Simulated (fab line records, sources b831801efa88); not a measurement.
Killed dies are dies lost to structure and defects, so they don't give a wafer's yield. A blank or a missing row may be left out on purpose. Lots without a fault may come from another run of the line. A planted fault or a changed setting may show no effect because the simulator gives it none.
Chamber matching | flow sky130 | SKY_LI_CONTACT_CMP_24 on cmp-02: 4 sister chambers
The step polishes, stops on PSG, t overpolish 20 s, target thk 0 nm. 14 wafers are shown with their chamber, then 7 later ones without.

WAFERS WITH THEIR CHAMBER
wafer  | chamber | motor_current_A (A) | time_to_endpoint_s (s) | overpolish_run_s (s)
L282.2 | 2       | 11.8                | 104                    | 20.000
L282.4 | 1       | 13.2                | 101                    | 20.014
L282.5 | 0       | 10.0                | 101                    | 19.990
L283.2 | 2       | 11.2                | 100                    | 20.001
L283.3 | 3       | 9.9                 | 104                    | 20.001
L283.5 | 0       | 10.1                | 97                     | 19.995
L284.3 | 1       | 13.3                | 94                     | 20.021
L284.4 | 0       | 10.5                | 93                     | 20.006
L284.5 | 1       | 13.6                | 95                     | 20.002
L287.1 | 3       | 10.2                | 102                    | 19.998
L287.2 | 2       | 11.5                | 104                    | 19.998
L287.6 | 2       | 11.0                | 99                     | 20.016
L298.3 | 0       | 9.7                 | 95                     | 19.992
L298.5 | 1       | 13.8                | 93                     | 20.005

SIGNATURES (means of the wafers above)
reading            | chamber 0 | chamber 1 | chamber 2 | chamber 3 | scatter within a chamber
motor_current_A    | 10.075    | 13.475    | 11.375    | 10.050    | 0.311
time_to_endpoint_s | 96.50     | 95.75     | 101.75    | 103.00    | 3.11
overpolish_run_s   | 19.99575  | 20.01050  | 20.00375  | 19.99950  | 0.00766
Rule: a wafer's distance from a chamber is the root of the sum, over the readings, of the square of ((its reading less the chamber's mean) divided by the reading's scatter). The wafer belongs to the nearest chamber; if the next one is less than 2 further off, it can't be placed. The scatter: the root of (the sum of the squares of (reading less its chamber's mean) over the shown wafers, divided by (wafers less chambers)).

WAFERS WITHOUT THEIR CHAMBER
wafer  | motor_current_A (A) | time_to_endpoint_s (s) | overpolish_run_s (s)
L298.6 | 11.5                | 97                     | 20.005
L299.3 | 11.5                | 100                    | 20.012
L299.4 | 13.0                | 97                     | 19.990
L299.5 | 10.1                | 97                     | 20.012
L301.1 | 10.1                | 103                    | 20.004
L301.2 | 11.5                | 106                    | 20.000
L301.3 | 12.8                | 101                    | 20.007

WHICH CHAMBER EACH WENT THROUGH
wafer  | from the rows above     | in truth
L298.6 | 2                       | 2
L299.3 | 2                       | 2
L299.4 | 1                       | 1
L299.5 | can't be placed: 0 or 3 | 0
L301.1 | can't be placed: 3 or 0 | 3
L301.2 | 2                       | 2
L301.3 | can't be placed: 1 or 2 | 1
Placed correctly: 4 of 7. Can't be placed from these rows: 3 (the true chamber is among the candidates in 3). Placed wrongly: 0.
